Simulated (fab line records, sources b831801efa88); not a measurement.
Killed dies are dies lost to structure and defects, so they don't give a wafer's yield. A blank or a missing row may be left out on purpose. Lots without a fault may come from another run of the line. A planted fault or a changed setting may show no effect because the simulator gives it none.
fab line records | flow sky130
record lots=5 wafers=15 last_day=50
route steps=708 shown VIA4@649 METAL5@661 PASSIVATION@681 PAD_OPEN@708
lots that met no fault: from a run of the same line without faults
start_h: hours from the record's first day to the start of the lot's first wafer shown | wait_h: hours since the lot's step before | " the same as in the row above | L1.1+2: a row that stands for several wafers | - no value, or no start given | * or withheld: withheld | < > ~ a bound
route shown NAME@n: a module of which the file shows steps, and the number in the route of the first | usual: mean/standard deviation of fault-free wafers | same: alike in all rows | chamber/n: place in a boat | sites: the reading at each site | _std_site: their standard deviation | _edge_site: outer sites' mean less inner sites' | radius_mm: how far each site lies from the wafer's centre | mask NAME#n: copy n | behind: the tool/chamber that last shaped the wafer | hold: why the lot was held/for how many hours/how that ended | device: the transistor (n, p or np) that didn't switch | end of line: the same wafers' tests at the end of the route | a step without rows: its recipe alone | killed: dies lost to structure and defects at the first sort, not the wafer's yield | map: a wafer's dies, x killed, . not, _ none there
set.NAME: the setting as run; set.NAME@STEP: as run at that earlier step | model.NAME: the simulator's own value behind a step, which no gauge read
lots at some steps of the route; a table a step, a row a wafer
services: from which hour (start_h, from the record's first day; less than 0 if before it) a tool's chamber was out of use, for how many hours, and why
## steps
# step SKY_VIA4_DEVELOP_10
# recipe resist=NOVOLAK developer=TMAH develop_time_s=60 dev_temp_c=23
# step SKY_VIA4_OVL_MEAS_11
# usual VIA4_OVL=-0.7/1.4
# columns lot.wafer tool chamber start_h wait_h VIA4_OVL[nm]
L151.3 overlay-02 - 1047.35 0.1 0.2
L151.4 " - " " -0.1
L151.6 " - " " 0.4
L153.1 overlay-01 - 1058.09 0.1 1.9
L153.2 " - " " 1.3
L153.4 " - " " 2.5
L164.2 overlay-02 - 1140.69 0.1 -1.3
L164.5 " - " " -1.4
L164.6 " - " " -2.4
L163.1 overlay-02 - 1142.54 0.1 -1.2
L163.2 " - " " -1.7
L163.3 " - " " -2.2
L162.1 overlay-02 - 1144.49 0.1 -0.1
L162.3 " - " " -1.4
L162.6 " - " " -1.8
# step SKY_VIA4_ETCH_12
# recipe target=SiO2 chemistry=C4F8/O2/Ar stop_on=TiN mask_material=NOVOLAK source_w=1500 bias_w=1200 pressure_mtorr=40 c4f8_flow_sccm=withheld O2_flow_sccm=6 Ar_flow_sccm=300 time_s=withheld target_depth_a=5800
# step SKY_VIA4_STRIP_13
# recipe chemistry=O2/N2 power_w=1400 pressure_mtorr=1500 platen_temp_c=withheld o2_flow_sccm=3000 n2_flow_sccm=300 overash_fraction=0.5
# usual chamber_pressure_mTorr=1500.0/1.4 drypump_motor_current_A=5.8/0.44 oes_product_au=0.709/0.0043 strip_time_to_endpoint_s=12.798/0.026
# columns lot.wafer tool chamber start_h wait_h chamber_pressure_mTorr drypump_motor_current_A oes_product_au rf_hours_counter_h strip_time_to_endpoint_s
L151.3 plasma_asher-03 0 1047.48 - 1499.4 5.0 0.711 - 12.778
L151.4 " 1 " " 1498.8 6.1 0.710 - 12.767
L151.6 " 1 " " 1501.4 6.1 0.707 - 12.792
L153.1 plasma_asher-04 1 1058.20 - 1499.1 5.8 0.707 95 12.832
L153.2 " 0 " " 1499.7 6.2 0.711 95 12.812
L153.4 " 0 " " 1499.2 6.2 0.706 - 12.768
L164.2 plasma_asher-01 0 1140.80 - 1498.9 6.1 0.708 7 12.770
L164.5 " 0 " " 1499.5 6.1 0.706 - 12.750
L164.6 " 1 " " 1499.2 5.7 0.707 - 12.784
L163.1 plasma_asher-03 0 1142.65 - 1498.6 5.0 0.704 68 12.771
L163.2 " 1 " " 1500.4 6.1 0.705 68 12.788
L163.3 " 0 " " 1503.8 5.0 0.720 - 12.797
L162.1 plasma_asher-01 1 1144.60 - 1499.8 5.7 0.711 8 12.741
L162.3 " 0 " " 1500.2 6.1 0.707 - 12.801
L162.6 " 1 " " 1501.4 5.7 0.705 - 12.737
# step SKY_VIA4_STRIP_14
# recipe chemistry=post_etch_residue_remover time_s=1200 temp_c=72.5
# step SKY_VIA4_CLEAN_15
# recipe chemistry=IPA time_s=180 temp_c=25
# step SKY_VIA4_CLEAN_16
# recipe chemistry=O3/DIW dry=n2_spin
# step SKY_VIA4_SPUTTER_17
# recipe material=TiN target_thk_nm=20 chamber_pressure_pa=5 power_w=4000 time_s=80
# step SKY_VIA4_CVD_18
# recipe material=W target_thk_nm=505 time_s=152.14 temp_c=400 pressure_torr=40
# step SKY_VIA4_RS_MEAS_19
# recipe thk_meas_gauge=four-point-probe reads=W_of_VIA4_CVD_18+TiN_of_VIA4_SPUTTER_17
# usual VIA4_W_RS=0.2263/0.0027
# columns lot.wafer tool chamber start_h wait_h VIA4_W_RS[ohm/sq]
L151.3 film_metro-01 - 1048.35 0.1 0.2268
L151.4 " - " " 0.2271
L151.6 " - " " 0.2260
L153.1 film_metro-04 - 1059.00 0.1 0.2222
L153.2 " - " " 0.2220
L153.4 " - " " 0.2240
L164.2 film_metro-04 - 1141.66 0.1 0.2210
L164.5 " - " " 0.2205
L164.6 " - " " 0.2235
L163.1 film_metro-01 - 1143.49 0.1 0.2267
L163.2 " - " " 0.2283
L163.3 " - " " 0.2300
L162.1 film_metro-02 - 1145.44 0.1 0.2261
L162.3 " - " " 0.2249
L162.6 " - " " 0.2248
# step SKY_VIA4_THK_MEAS_20
# recipe thk_meas_gauge=xrf reads=W_of_VIA4_CVD_18
# usual VIA4_W_THK=479/7.5
# columns lot.wafer tool chamber start_h wait_h VIA4_W_THK[nm]
L151.3 film_metro-01 - 1048.45 0.1 477
L151.4 " - " " 476
L151.6 " - " " 474
L153.1 film_metro-04 - 1059.12 0.1 490
L153.2 " - " " 487
L153.4 " - " " 488
L164.2 film_metro-04 - 1141.77 0.1 490
L164.5 " - " " 496
L164.6 " - " " 490
L163.1 film_metro-01 - 1143.61 0.1 477
L163.2 " - " " 475
L163.3 " - " " 469
L162.1 film_metro-02 - 1145.56 0.1 479
L162.3 " - " " 485
L162.6 " - " " 482
# step SKY_VIA4_CMP_21
# recipe stop_on=SiO2 t_overpolish_s=25 down_force_psi=3.5 platen_rpm=60 target_thk_nm=0 pad_velocity_m_s=0.94248
# usual motor_current_A=10.4/0.97 overpolish_run_s=24.999/0.0084 slurry_filter_dp_kPa=13.52/0.15 slurry_flow_ml_min=150.1/0.42 time_to_endpoint_s=122/3.5
# columns lot.wafer tool chamber start_h wait_h motor_current_A overpolish_run_s slurry_filter_dp_kPa slurry_flow_ml_min time_to_endpoint_s
L151.3 cmp-02 0 1048.49 0.0 11.3 24.986 13.45 149.7 125
L151.4 " 2 " " 10.8 25.007 13.59 150.5 122
L151.6 " 1 " " 10.3 24.980 13.61 149.9 121
L153.2 cmp-01 3 1059.32 0.2 9.9 24.997 13.61 150.2 125
L153.1 " 0 " " 9.7 25.009 13.46 149.9 127
L153.4 " 2 " " 10.3 24.994 13.45 150.4 122
L164.2 cmp-02 2 1141.92 0.1 10.9 25.009 13.29 149.9 125
L164.5 " 0 " " 12.2 25.006 13.49 149.8 122
L164.6 " 1 " " 9.5 24.999 13.27 150.0 124
L163.2 cmp-01 3 1143.72 0.1 10.1 25.018 13.40 149.8 121
L163.3 " 0 " " 9.8 24.990 13.50 150.0 121
L163.1 " 1 " " 8.9 25.008 13.47 149.3 125
L162.1 cmp-01 0 1145.72 0.1 9.6 24.994 13.91 150.3 122
L162.3 " 1 " " 9.6 25.004 13.35 150.0 122
L162.6 " 3 " " 9.6 24.996 13.62 150.0 123
# step SKY_METAL5_SPUTTER_00
# recipe material=Ti target_thk_nm=15 power_w=3000 time_s=10 chamber_pressure_pa=0.4
# usual throttle_valve_pct=30.0/1.4
# columns lot.wafer tool chamber start_h wait_h throttle_valve_pct
L151.3 pvd_sputter-02 - 1048.79 0.2 29.2
L151.4 " - " " 30.4
L151.6 " - " " 28.8
L153.1 pvd_sputter-02 - 1059.62 0.2 28.5
L153.2 " - " " 30.2
L153.4 " - " " 32.9
L164.2 pvd_sputter-01 - 1142.12 0.1 30.1
L164.5 " - " " 30.0
L164.6 " - " " 30.4
L163.1 pvd_sputter-02 - 1143.97 0.1 29.4
L163.2 " - " " 28.9
L163.3 " - " " 30.2
L162.1 pvd_sputter-03 - 1145.92 0.1 31.9
L162.3 " - " " 30.0
L162.6 " - " " 32.3
# step SKY_METAL5_SPUTTER_01
# recipe material=TiN target_thk_nm=20 power_w=6500 time_s=16.7 chamber_pressure_pa=0.4
# usual throttle_valve_pct=29.9/1.4
# columns lot.wafer tool chamber start_h wait_h throttle_valve_pct
L151.3 pvd_sputter-02 - 1048.81 0.0 29.4
L151.4 " - " " 30.4
L151.6 " - " " 29.1
L153.1 pvd_sputter-02 - 1059.65 0.0 28.9
L153.2 " - " " 30.3
L153.4 " - " " 32.5
L164.2 pvd_sputter-01 - 1142.14 0.0 30.3
L164.5 " - " " 30.1
L164.6 " - " " 30.3
L163.1 pvd_sputter-02 - 1143.99 0.0 29.3
L163.2 " - " " 28.9
L163.3 " - " " 30.3
L162.1 pvd_sputter-03 - 1145.95 0.0 32.2
L162.3 " - " " 30.0
L162.6 " - " " 32.3
# step SKY_METAL5_SPUTTER_02
# recipe material=AlCu target_thk_nm=1150 power_w=10450 time_s=61.2 chamber_pressure_pa=0.4
# step SKY_METAL5_SPUTTER_03
# recipe material=Ti target_thk_nm=5 power_w=3000 time_s=3.3 chamber_pressure_pa=0.4
# step SKY_METAL5_SPUTTER_04
# recipe material=TiN target_thk_nm=70 power_w=6500 time_s=58.3 chamber_pressure_pa=0.4
# step SKY_METAL5_RS_MEAS_05
# recipe thk_meas_gauge=four-point-probe reads=TiN_of_METAL5_SPUTTER_04+Ti_of_METAL5_SPUTTER_03+AlCu_of_METAL5_SPUTTER_02+TiN_of_METAL5_SPUTTER_01+Ti_of_METAL5_SPUTTER_00
# usual METAL5_ALCU_RS=0.02747/0.00028
# columns lot.wafer tool chamber start_h wait_h METAL5_ALCU_RS[ohm/sq]
L151.3 film_metro-03 - 1049.00 0.1 0.02767
L151.4 " - " " 0.02756
L151.6 " - " " 0.02772
L153.1 film_metro-04 - 1059.81 0.0 0.02758
L153.2 " - " " 0.0273
L153.4 " - " " 0.02725
L164.2 film_metro-04 - 1142.31 0.0 0.02787
L164.5 " - " " 0.02789
L164.6 " - " " 0.02786
L163.1 film_metro-01 - 1144.14 0.0 0.02749
L163.2 " - " " 0.02758
L163.3 " - " " 0.02775
L162.1 film_metro-04 - 1146.09 0.0 0.02756
L162.3 " - " " 0.02729
L162.6 " - " " 0.02744
# step SKY_METAL5_THK_MEAS_06
# recipe thk_meas_gauge=xrf reads=AlCu_of_METAL5_SPUTTER_02
# usual METAL5_ALCU_THK=1121/10
# columns lot.wafer tool chamber start_h wait_h METAL5_ALCU_THK[nm]
L151.3 film_metro-03 - 1049.10 0.1 1124
L151.4 " - " " 1130
L151.6 " - " " 1117
L153.1 film_metro-04 - 1059.93 0.1 1118
L153.2 " - " " 1124
L153.4 " - " " 1131
L164.2 film_metro-04 - 1142.42 0.1 1111
L164.5 " - " " 1105
L164.6 " - " " 1105
L163.1 film_metro-01 - 1144.26 0.1 1120
L163.2 " - " " 1114
L163.3 " - " " 1113
L162.1 film_metro-04 - 1146.21 0.1 1121
L162.3 " - " " 1127
L162.6 " - " " 1122
# step SKY_METAL5_DEHYDRATE_07
# recipe temp_c=200 time_s=60
# step SKY_METAL5_HMDS_08
# recipe prime_time_s=60 prime_temp_c=120
# step SKY_METAL5_COAT_09
# recipe resist=NOVOLAK spin_rpm=3000 resist_thk_nm=1800
# step SKY_METAL5_SOFTBAKE_10
# recipe temp_c=90 time_s=60 resist=NOVOLAK
# step SKY_METAL5_EXPOSE_11
# recipe mask_id=MM5 na=0.6 source_shape=conventional sigma_outer=0.6 polarization=unpolarized target_cd_nm=1600 dose_mj=192.2
# step SKY_METAL5_PEB_12
# recipe temp_c=withheld time_s=* resist=NOVOLAK
# step SKY_METAL5_DEVELOP_13
# recipe resist=NOVOLAK developer=TMAH develop_time_s=60 dev_temp_c=23
# step SKY_METAL5_DESCUM_14
# recipe chemistry=O2 source_power_w=150 bias_power_w=0 pressure_mtorr=10 temp_c=40 time_s=11
# step SKY_METAL5_METAL_ETCH_15
# recipe target_depth_a=12600 stop_on=SiO2 over_etch_frac=0.2 time_s=252 chemistry=Cl2/BCl3 resist_sidewall_deg=86 pressure_mtorr=10 icp_w=900 bias_w=48.5 Cl2_flow_sccm=60 bcl3_flow_sccm=30
# usual chamber_pressure_mTorr=10.000/0.01 drypump_motor_current_A=5.6/0.43 oes_product_au=0.893/0.0053 throttle_valve_pct=22.264/0.0083
# columns lot.wafer tool chamber start_h wait_h chamber_pressure_mTorr drypump_motor_current_A oes_product_au rf_hours_counter_h throttle_valve_pct
L151.3 rie_metal-02 1 1069.20 0.1 10.008 5.4 0.896 - 22.259
L151.4 " 0 " " 9.999 6.4 0.888 - 22.282
L151.6 " 0 " " 9.974 6.4 0.886 - 22.271
L153.1 rie_metal-01 0 1080.78 0.0 10.004 5.2 0.892 16 22.278
L153.2 " 1 " " 10.005 5.8 0.896 22 22.257
L153.4 " 1 " " 10.005 5.8 0.891 - 22.263
L164.2 rie_metal-04 0 1158.97 0.0 10.001 5.8 0.895 17 22.260
L164.5 " 1 " " 9.985 5.1 0.887 - 22.261
L164.6 " 0 " " 10.010 5.8 0.891 - 22.258
L163.1 rie_metal-01 0 1160.07 0.0 10.008 5.2 0.899 22 22.259
L163.2 " 1 " " 9.993 5.8 0.888 29 22.241
L163.3 " 1 " " 9.982 5.8 0.891 - 22.270
L162.1 rie_metal-04 0 1163.07 0.0 9.997 5.8 0.898 17 22.255
L162.3 " 1 " " 9.997 5.2 0.883 - 22.278
L162.6 " 0 " " 9.977 5.8 0.892 - 22.259
# step SKY_METAL5_STRIP_16
# recipe chemistry=O2/N2 power_w=1400 pressure_mtorr=1500 platen_temp_c=withheld o2_flow_sccm=3000 n2_flow_sccm=300 overash_fraction=0.5
# step SKY_METAL5_STRIP_17
# recipe chemistry=post_etch_residue_remover time_s=1200 temp_c=72.5
# step SKY_METAL5_CLEAN_18
# recipe chemistry=IPA time_s=180 temp_c=25
# step SKY_METAL5_CLEAN_19
# recipe chemistry=O3/DIW dry=n2_spin
# step SKY_PASSIVATION_CVD_00
# recipe material=SiO2 target_thk_nm=90 temp_c=400 time_s=withheld rf_w=600
# step SKY_PASSIVATION_THK_MEAS_01
# recipe reads=SiO2_of_PASSIVATION_CVD_00
# usual PASSIVATION_CVD_00_THK=89.9/1.1
# columns lot.wafer tool chamber start_h wait_h PASSIVATION_CVD_00_THK[nm]
L151.3 film_metro-03 - 1070.01 - 91.5
L151.4 " - " " 89.8
L151.6 " - " " 89.8
L153.1 film_metro-03 - 1081.63 - 89.4
L153.2 " - " " 89.5
L153.4 " - " " 90.5
L164.2 film_metro-01 - 1159.83 - 89.2
L164.5 " - " " 91.8
L164.6 " - " " 91.7
L163.1 film_metro-03 - 1160.93 - 90.2
L163.2 " - " " 90.5
L163.3 " - " " 90.5
L162.1 film_metro-02 - 1163.93 - 88.0
L162.3 " - " " 87.6
L162.6 " - " " 89.4
# step SKY_PASSIVATION_CVD_02
# recipe material=Si3N4 target_thk_nm=540 temp_c=400 time_s=withheld rf_w=450
# usual heater_power_w=745/85
# columns lot.wafer tool chamber start_h wait_h heater_power_w
L151.3 pecvd-02 1 1070.05 0.0 696
L151.4 " 2 " " 743
L151.6 " 1 " " 558
L153.1 pecvd-01 2 1081.69 0.1 634
L153.2 " 0 " " 916
L153.4 " 0 " " 942
L164.2 pecvd-01 1 1159.88 0.0 719
L164.5 " 2 " " 656
L164.6 " 1 " " 756
L163.1 pecvd-02 2 1160.99 0.1 638
L163.2 " 1 " " 601
L163.3 " 0 " " 731
L162.1 pecvd-01 1 1163.99 0.1 714
L162.3 " 0 " " 929
L162.6 " 2 " " 729
# step SKY_PASSIVATION_THK_MEAS_03
# recipe reads=Si3N4_of_PASSIVATION_CVD_02
# usual PASSIVATION_CVD_02_THK=541/7.3
# columns lot.wafer tool chamber start_h wait_h PASSIVATION_CVD_02_THK[nm]
L151.3 film_metro-02 - 1070.30 - 528
L151.4 " - " " 535
L151.6 " - " " 541
L153.1 film_metro-03 - 1081.92 - 538
L153.2 " - " " 539
L153.4 " - " " 550
L164.2 film_metro-03 - 1160.12 - 543
L164.5 " - " " 551
L164.6 " - " " 555
L163.1 film_metro-02 - 1161.21 - 538
L163.2 " - " " 545
L163.3 " - " " 536
L162.1 film_metro-01 - 1164.21 - 539
L162.3 " - " " 535
L162.6 " - " " 542
# step SKY_PASSIVATION_DEHYDRATE_04
# recipe temp_c=200 time_s=60
# step SKY_PASSIVATION_HMDS_05
# recipe prime_time_s=60 prime_temp_c=120
# step SKY_PASSIVATION_COAT_06
# recipe spin_rpm=2000 resist_thk_nm=3000
# step SKY_PASSIVATION_SOFTBAKE_07
# recipe temp_c=110 time_s=withheld
# step SKY_PASSIVATION_EXPOSE_08
# recipe mask_id=NSM target_cd_nm=3000 na=0.57 dose_mj=260
# step SKY_PASSIVATION_PEB_09
# recipe temp_c=115 time_s=withheld
# step SKY_PAD_OPEN_PROBE_99
# usual defect_limited_yield=82.6/2 killed_at_M0_to_M3=43/7.3 killed_at_M4_up=3.1/1.7 killed_at_contacts=24/4.7 killed_at_front_end=15/4.6 killed_at_other=0.3/0.55 killed_dies=86/9.7 killed_open=47/6.7 killed_short=39/6.5 sort_bin_3_pad_short=0.9/0.41 sort_bin_5_function=10.3/1.5 sort_bin_6_memory=6.2/1.1 sort_n_pass=406/9.7 sort_yield_pct=82.6/2
# same gross_dies=492 killed_at_back_side=0 sort_bin_4_leakage[%]=0 sort_bin_8_speed[%]=0
# columns lot.wafer tool chamber start_h wait_h defect_limited_yield[%] killed_at_M0_to_M3 killed_at_M4_up killed_at_contacts killed_at_front_end killed_at_other killed_dies killed_open killed_short sort_bin_3_pad_short[%] sort_bin_5_function[%] sort_bin_6_memory[%] sort_n_pass sort_yield_pct[%] model.etest.tester.sort_n_pass model.etest.tester.sort_yield_pct model.etest.tester.sort_bin_5_pct model.etest.tester.sort_bin_3_pct
L151.3 prober-02 - 1112.12 0.2 83.9 29 8 24 18 0 79 38 41 0.6 9.6 5.9 413 83.9 413 83.94 9.553 0.6098
L151.4 prober-02 - 1112.17 0.2 85.6 39 4 17 11 0 71 37 34 1.2 9.3 3.9 421 85.6 421 85.57 9.35 1.22
L151.6 prober-02 - 1112.27 0.2 82.9 49 4 16 14 1 84 41 43 0.6 9.1 7.3 408 82.9 408 82.93 9.146 0.6098
L153.1 prober-02 - 1123.65 0.1 82.5 50 3 25 8 0 86 40 46 1.2 10.8 5.5 406 82.5 406 82.52 10.77 1.22
L153.2 prober-02 - 1123.70 0.1 71.7 43 54 25 16 1 139 47 40 3.3 18.5 6.5 353 71.7 353 71.75 18.5 3.252
L153.4 prober-02 - 1123.80 0.2 83.1 49 1 21 12 0 83 48 35 0 11.0 5.9 409 83.1 409 83.13 10.98 0
L164.2 prober-01 - 1194.61 0.1 82.5 36 1 29 20 0 86 54 32 0.6 9.6 7.3 406 82.5 406 82.52 9.553 0.6098
L164.5 prober-01 - 1194.76 0.2 86.2 35 1 20 12 0 68 34 34 0.4 7.3 6.1 424 86.2 424 86.18 7.317 0.4065
L164.6 prober-01 - 1194.81 0.2 85.4 34 2 22 13 1 72 40 32 0.4 8.5 5.7 420 85.4 420 85.37 8.537 0.4065
L163.1 prober-02 - 1195.26 0.1 86.4 32 2 18 15 0 67 36 31 0.4 7.3 5.9 425 86.4 425 86.38 7.317 0.4065
L163.2 prober-02 - 1195.31 0.1 84.6 40 4 19 13 0 76 44 32 0.4 9.8 5.3 416 84.6 416 84.55 9.756 0.4065
L163.3 prober-02 - 1195.36 0.2 81.7 45 3 31 10 1 90 48 42 0.6 11.8 5.9 402 81.7 402 81.71 11.79 0.6098
L162.1 prober-02 - 1198.34 0.1 83.3 44 3 27 8 0 82 37 45 0.8 10.0 5.9 410 83.3 410 83.33 9.959 0.813
L162.3 prober-02 - 1198.44 0.2 81.3 58 3 20 10 1 92 41 51 1.2 12.2 5.3 400 81.3 400 81.3 12.2 1.22
L162.6 prober-02 - 1198.59 0.2 83.3 36 2 29 15 0 82 47 35 2.0 9.6 5.1 410 83.3 410 83.33 9.553 2.033
# killed by level:class
L151.3 LI_CONTACT:geometric_particle:open=9 METAL4:geometric_particle:short=8 CONTACT:geometric_particle:short=6 CONTACT:geometric_particle:open=6 FIELD_ISO:geometric_particle:open=4 POLY_GATE:geometric_particle:open=4 POLY_GATE:geometric_particle:short=4 VIA1:geometric_particle:open=4
L151.4 VIA1:geometric_particle:open=10 METAL1:geometric_particle:short=6 VIA3:geometric_particle:open=5 CONTACT:geometric_particle:open=5 POLY_GATE:geometric_particle:open=4 METAL3:geometric_particle:short=4 FIELD_ISO:geometric_particle:short=3 VIA1:geometric_particle:short=3
L151.6 METAL1:geometric_particle:short=9 VIA3:geometric_particle:open=8 VIA2:geometric_particle:open=7 FIELD_ISO:geometric_particle:open=6 CONTACT:geometric_particle:open=6 VIA1:geometric_particle:open=6 METAL3:geometric_particle:short=5 METAL2:geometric_particle:short=5
L153.1 METAL1:geometric_particle:short=12 CONTACT:geometric_particle:open=9 VIA1:geometric_particle:open=8 VIA1:geometric_particle:short=7 LOCAL_INTERCONNECT:geometric_particle:short=6 LI_CONTACT:geometric_particle:open=5 VIA2:geometric_particle:open=5 VIA3:geometric_particle:open=5
L153.2 METAL5:unspecified=52 CONTACT:geometric_particle:open=9 METAL1:geometric_particle:short=7 VIA1:geometric_particle:short=7 VIA1:geometric_particle:open=6 CONTACT:geometric_particle:short=6 LI_CONTACT:geometric_particle:open=5 FIELD_ISO:geometric_particle:open=4
L153.4 VIA1:geometric_particle:open=14 POLY_GATE:geometric_particle:open=8 CONTACT:geometric_particle:open=8 METAL2:geometric_particle:open=6 LOCAL_INTERCONNECT:geometric_particle:short=5 METAL1:geometric_particle:short=5 LI_CONTACT:geometric_particle:short=4 VIA3:geometric_particle:open=4
L164.2 CONTACT:geometric_particle:open=9 LI_CONTACT:geometric_particle:open=9 VIA2:geometric_particle:open=9 POLY_GATE:geometric_particle:open=7 FIELD_ISO:geometric_particle:open=6 VIA1:geometric_particle:open=6 VIA1:geometric_particle:short=6 LI_CONTACT:geometric_particle:short=5
L164.5 METAL2:geometric_particle:short=8 CONTACT:geometric_particle:open=7 VIA2:geometric_particle:open=7 CONTACT:geometric_particle:short=6 FIELD_ISO:geometric_particle:open=4 FIELD_ISO:geometric_particle:short=4 VIA1:geometric_particle:open=4 METAL3:geometric_particle:short=4
L164.6 LI_CONTACT:geometric_particle:open=7 VIA1:geometric_particle:open=7 VIA2:geometric_particle:open=7 LI_CONTACT:geometric_particle:short=6 FIELD_ISO:geometric_particle:open=5 VIA3:geometric_particle:open=5 FIELD_ISO:geometric_particle:short=4 CONTACT:geometric_particle:open=4
L163.1 CONTACT:geometric_particle:open=7 LI_CONTACT:geometric_particle:open=6 METAL1:geometric_particle:short=6 FIELD_ISO:geometric_particle:short=5 VIA1:geometric_particle:open=5 FIELD_ISO:geometric_particle:open=4 VIA1:geometric_particle:short=4 VIA3:geometric_particle:open=4
L163.2 CONTACT:geometric_particle:open=11 VIA1:geometric_particle:open=9 METAL2:geometric_particle:short=7 METAL1:geometric_particle:short=6 VIA3:geometric_particle:open=5 FIELD_ISO:geometric_particle:open=4 FIELD_ISO:geometric_particle:short=4 LI_CONTACT:geometric_particle:open=4
L163.3 CONTACT:geometric_particle:open=11 VIA2:geometric_particle:open=9 VIA1:geometric_particle:open=9 FIELD_ISO:geometric_particle:short=5 VIA3:geometric_particle:open=5 LI_CONTACT:geometric_particle:open=5 LOCAL_INTERCONNECT:geometric_particle:short=5 VIA1:geometric_particle:short=5
L162.1 CONTACT:geometric_particle:short=11 VIA1:geometric_particle:open=11 CONTACT:geometric_particle:open=9 METAL1:geometric_particle:short=5 VIA2:geometric_particle:open=5 VIA3:geometric_particle:open=5 VIA1:geometric_particle:short=4 METAL2:geometric_particle:short=4
L162.3 VIA3:geometric_particle:open=13 METAL1:geometric_particle:short=9 VIA1:geometric_particle:open=8 CONTACT:geometric_particle:open=7 LOCAL_INTERCONNECT:geometric_particle:short=6 FIELD_ISO:geometric_particle:short=5 VIA2:geometric_particle:open=5 METAL3:geometric_particle:short=5
L162.6 CONTACT:geometric_particle:open=10 LI_CONTACT:geometric_particle:open=8 VIA3:geometric_particle:open=8 VIA1:geometric_particle:open=8 CONTACT:geometric_particle:short=6 METAL1:geometric_particle:short=5 SPACER:geometric_particle:open=5 FIELD_ISO:geometric_particle:short=3
# map L153.2 (x killed, . not)
__________xx........_________
________xxx..x...xx.x._______
______...xxxx.xxx....x.._____
_____..xxxxxxx.xx........____
____...xxxxxxxxxx...x.x.x.___
___..xxxxxxxxxxxxx......x..__
__x.x..xxxxxxxxx............_
_...x.xxxxxxxxx.xx......x....
_x.......xxx.xxx...........x.
_...x....x............x......
_x.....x..x...x.x....x......x
_............x...xx..x.x..x..
_....x......x....x...x....xx.
_...xx...x...x...........x...
_...x..x....x..x....xx.....x.
__x......xxx........x.x....._
___......x..xx..x.......x..__
____.x..........x.........___
_____..x.................____
______......xx......x..._____
________.x........x..._______
__________........x._________
# map L151.6 (x killed, . not)
__________x..x.x...._________
________x..x.x....x..._______
______........x..x..x..x_____
_____............x...x.x.____
____...............x......___
___....x.x..x..........x...__
__.........................x_
_....x......x.x.....x...x....
_.x....x.................x...
_....x..........x............
_.x..x..x........x....x......
_......xx...x........xx......
_.........x.x....x..x...x.x..
_.x.............xxx.x......x.
_.x...............x..x.......
__..x..x......x.....x.....x._
___.......xx...x.xxx..xx..x__
____...........xx.x.......___
_____......xxx...xx....x.____
______..........x...x..._____
________...x......x..._______
__________...x.....x_________
## services
# columns tool chamber start_h hours kind
pecvd-02 1 1025.50 5.5 scheduled_down
pecvd-02 1 1030.96 - clean
pecvd-02 1 1030.96 - consumable_replace:showerhead
pecvd-02 1 1030.96 29.0 scheduled_down
pecvd-02 1 1030.96 29.0 vent_cycle
cmp-01 - 1030.98 2.2 repair
cmp-02 - 1031.79 3.7 repair
plasma_asher-01 - 1055.25 9.0 pm
pecvd-01 0 1065.38 5.5 scheduled_down
cmp-01 - 1072.72 2.0 repair
cmp-01 - 1077.23 0.5 repair
cmp-01 - 1087.94 4.0 pm
cmp-01 - 1091.94 - consumable_replace:conditioner
cmp-01 - 1091.94 - consumable_replace:pad
pvd_sputter-03 - 1096.05 2.5 repair
pvd_sputter-01 - 1105.23 4.9 repair
pecvd-02 2 1126.96 12.4 repair
pvd_sputter-02 3 1130.21 - consumable_replace:kit
pvd_sputter-02 3 1130.21 18.0 scheduled_down
pvd_sputter-02 3 1130.21 18.0 vent_cycle
pecvd-02 - 1146.89 1.2 repair
rie_metal-02 0 1147.71 10.1 repair
cmp-02 - 1148.79 2.1 repair
cmp-02 - 1152.55 0.5 repair
## key
first_sign step=SKY_PAD_OPEN_PROBE_99 reading=killed_at_M4_up direction=up sigmas=29 usual=3.1 struck=54
effect step=SKY_PAD_OPEN_PROBE_99 reading=sort_bin_3_pad_short direction=up sigmas=5.8 usual=0.9 struck=3.3
model_effect step=SKY_PAD_OPEN_PROBE_99 value=etest.tester.sort_n_pass without=400 struck=353
met_at SKY_METAL5_SPUTTER_00
struck_wafers L153.2
onset_between 1048.79 1059.62
fault kind=chamber_particle_source tool=pvd_sputter-02 chamber=- onset_h=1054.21 steps=SKY_METAL5_SPUTTER_00 rate_per_visit_cm2=0.98653 end_h=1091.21 scope=struck_wafers_only
